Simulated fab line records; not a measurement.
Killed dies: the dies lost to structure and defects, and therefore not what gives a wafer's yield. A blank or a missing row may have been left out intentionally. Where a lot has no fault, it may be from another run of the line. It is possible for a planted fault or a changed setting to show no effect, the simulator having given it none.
Which tool is to blame? -- flow gf180mcu -- at 1 step of a route of 602, 12 lots with 36 wafers sampled

WHAT THE GAUGES READ, wafer by wafer
GF_NWELL_OVL_MEAS_07.
lot,measured,on,NWELL_OVL (nm)
L075,day 3 15:28,overlay-02,-0.1 -1.7 -0.7
L077,day 3 22:59,overlay-01,-0.8 -2.6 -1.1
L079,day 4 10:18,overlay-02,3.3 2.2 2.3
L081,day 4 21:02,overlay-01,1.3 1.6 1.3
L083,day 5 09:29,overlay-02,0.3 -0.2 0.6
L085,day 5 19:43,overlay-01,-2.5 -2.7 0.4
L087,day 6 03:25,overlay-01,-1.3 -0.4 -1.7
L089,day 6 22:23,overlay-01,0.7 0.0 0.9
L091,day 7 12:49,overlay-02,2.0 1.9 0.0
L093,day 8 00:49,overlay-02,-0.5 0.8 0.3
L094,day 8 02:44,overlay-02,1.2 -0.5 0.6
L097,day 8 18:05,overlay-02,0.3 0.5 0.5

EACH LOT AND THE TOOL THAT RAN IT (in order: tool; ch and the chambers of the sampled wafers; start)
Record: no process step prior to these readings.

THE ANSWER, worked out from the rows above alone
Rule: what is usual is taken from the lots themselves. The widest of any qualifying gaps counts: lots, ordered by their means at a reading, are off when they make up no more than a third of the lots, leave a main group of 4 or more, and stand apart from it by 3 or more times the standard deviation of that group's means. Not used: any main group whose means are identical at the precision the tables above print for the reading. A lot without any number at a reading at which 4 lots or more have one is off too. Any other lot the step has rows for is counted as sound.
None of the lots is off at any reading shown; this tells nothing.

WHAT THE SIMULATOR HAD INSERTED
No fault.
